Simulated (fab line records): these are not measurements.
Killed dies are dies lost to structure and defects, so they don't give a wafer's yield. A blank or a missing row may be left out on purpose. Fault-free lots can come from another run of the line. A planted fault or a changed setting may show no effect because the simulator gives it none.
A lot that was struck, set against a sound lot -- flow gf180mcu -- 3 out of 602 route steps
Sound: the wafers L319.3, L319.4, L319.6. The struck wafers were L314.1, L314.2, L314.3. The cause comes at the end.
Per side, at each step with rows, come the tool, then ch with its chambers, and then its first start. Under that, the readings that differ: sound wafers -- struck wafers -- difference of the means -- sigmas: that difference in standard deviations of wafers without a fault.
alike: same words and numbers on both sides, and readings whose means sit less than 2 such deviations apart. not compared: any withheld reading, any reading some wafer has no value for, any bound like >300 that may hide the same value, and any number with overlapping values for which the record gives no deviation.
Wherever a step has rows on one side only, a row that says differs or no value, or a row with sigmas, the two part there. Numbers that have no deviation but don't overlap get no sigmas and don't part them. Lack of a reading on every wafer of one side parts them only where that side has two or more wafers.

GF_STI_BOW_MEAS_00:
  sound on filmMetro-02 at day 4 23:02; struck on filmMetro-02 at day 3 22:00
  alike: INCOMING_BOW
GF_STI_OXIDATION_01: stabilise 600 s, purge 300 s, target thk 10 nm.
  sound on furnace-02 ch 0, day 5 00:26; struck on furnace-02, day 3 22:07
  no value came back on the struck wafers for oxTempC (C), oxTempCMax, purgeS (s), zonePowerBottomPct (%); on the sound wafers oxTempC (C) reads 900.0 900.2 900.7
then, 1 step without rows for these wafers: GF_STI_CVD_03 (deposits Si3N4 from DCS/NH3, target thk 207.16 nm, time 3551 s).

== WHERE THEY PART ==
Only at GF_STI_OXIDATION_01, within this record.

WHY: what had been put in by the simulator
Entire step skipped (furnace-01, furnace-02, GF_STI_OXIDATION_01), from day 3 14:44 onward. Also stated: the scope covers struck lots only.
